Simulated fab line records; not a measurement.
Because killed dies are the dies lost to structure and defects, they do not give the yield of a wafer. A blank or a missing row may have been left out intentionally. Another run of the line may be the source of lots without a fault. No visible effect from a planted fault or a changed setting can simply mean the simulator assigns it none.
Struck lot and sound lot, side by side + flow sky130 + 30 steps out of a route of 708
Sound: the wafers L807.1, L807.3, L807.5. Struck: wafer L811.3. (L811.1, L811.2 of the same lot were not struck and are left out.) The cause comes at the end.
Per side, at each step with rows, come the tool, then ch with its chambers, and then its first start. Under that, the readings that differ: sound wafers + struck wafers + difference of the means + sigmas: that difference in standard deviations of wafers without a fault.
alike: same words and numbers on both sides, and readings whose means sit less than 2 such deviations apart. not compared: any withheld reading, any reading some wafer has no value for, any bound like >300 that may hide the same value, and any number with overlapping values for which the record gives no deviation.
A row with sigmas, a row that says differs or no value, or rows on one side alone: a step with any of these is where the two part. Numbers that have no deviation but don't overlap get no sigmas and don't part them. A reading missing from all wafers of one side parts the sides only when that side holds two or more wafers.

first, 6 steps without rows for these wafers: SKY_SD_N_IMPLANT_10; SKY_SD_N_STRIP_11 (strips in O2/N2); SKY_SD_N_CLEAN_13 (cleans in SC1/SC2, time 150 s); SKY_SD_N_RTA_14 (time 2 s); SKY_SALICIDE_CLEAN_00 (cleans in HF-last, time 30 s); SKY_LI_CONTACT_HDPCVD_00 (deposits PSG, target thk 930 nm, time 155 s).
SKY_LI_CONTACT_CMP_02: polishes PSG.
  sound on cmp-01 ch 1,2,3, day 31 23:26; struck on cmp-02 ch 2, day 32 10:31
  alike: motor current A, time to endpoint s
then, 22 steps without rows for these wafers: SKY_LI_CONTACT_DEHYDRATE_04 (time 60 s); SKY_LI_CONTACT_HMDS_05 (prime time 60 s); SKY_LI_CONTACT_COAT_06 (resist thk 60 nm); SKY_LI_CONTACT_COAT_07 (resist thk 450 nm); SKY_LI_CONTACT_SOFTBAKE_08 (time 90 s); SKY_LI_CONTACT_EXPOSE_09 (exposes mask LICM1, target cd 170 nm); SKY_LI_CONTACT_PEB_10; SKY_LI_CONTACT_DEVELOP_11 (develop time 60 s); SKY_LI_CONTACT_ETCH_14 (etches BARC in N2/H2, stops on SiO2, time 45.9 s, target depth 60 nm); SKY_LI_CONTACT_ETCH_15 (etches PSG in C4F8/O2/Ar, stops on Si, target depth 600 nm); SKY_LI_CONTACT_STRIP_16 (strips in O2/N2); SKY_LI_CONTACT_CLEAN_17 (cleans in NMP, time 600 s); SKY_LI_CONTACT_PRE_CLEAN_18 (time 5.6 s); SKY_LI_CONTACT_SPUTTER_19 (material Ti, target thk 20 nm, time 106.37 s); SKY_LI_CONTACT_SPUTTER_20 (material TiN, target thk 20 nm, time 80 s); SKY_LI_CONTACT_CVD_21 (deposits W, target thk 400 nm, time 120.56 s); SKY_LI_CONTACT_CMP_24 (polishes, stops on PSG, t overpolish 20 s, target thk 0 nm); SKY_LOCAL_INTERCONNECT_SPUTTER_00 (material TiN, target thk 100 nm, time 83.3 s); SKY_LOCAL_INTERCONNECT_DEHYDRATE_03 (time 60 s); SKY_LOCAL_INTERCONNECT_HMDS_04 (prime time 60 s); SKY_LOCAL_INTERCONNECT_COAT_05 (resist thk 60 nm); SKY_LOCAL_INTERCONNECT_COAT_06 (resist thk 450 nm).
-- here the record skips 16 days between the struck wafers' starts before and after, leaving off in module LOCAL_INTERCONNECT and picking up in module PAD_OPEN (first step shown: number 708 of the route) --
SKY_PAD_OPEN_PROBE_99:
  sound on prober-02, day 48 09:44; struck on prober-02, day 48 16:11
| reading            | sound     | struck | difference | sigmas |
|--------------------|-----------|--------|------------|--------|
| killed_at_M0_to_M3 | 53 53 45  | 35     | -15        | -2     |
| killed at contacts | 29 30 24  | 227    | +199       | +44    |
| killed dies        | 99 100 86 | 270    | +175       | +20    |
| killed on rim      | 18 19 21  | 55     | +36        | +9     |
| killed open        | 56 50 45  | 33     | -17        | -3     |
| killed short       | 43 50 41  | 30     | -15        | -2     |
  alike: killed_at_M4_up, killed at front end, killed at other

## WHERE THEY PART
Only at SKY_PAD_OPEN_PROBE_99, as far as this record shows.

WHY: what the simulator had put in
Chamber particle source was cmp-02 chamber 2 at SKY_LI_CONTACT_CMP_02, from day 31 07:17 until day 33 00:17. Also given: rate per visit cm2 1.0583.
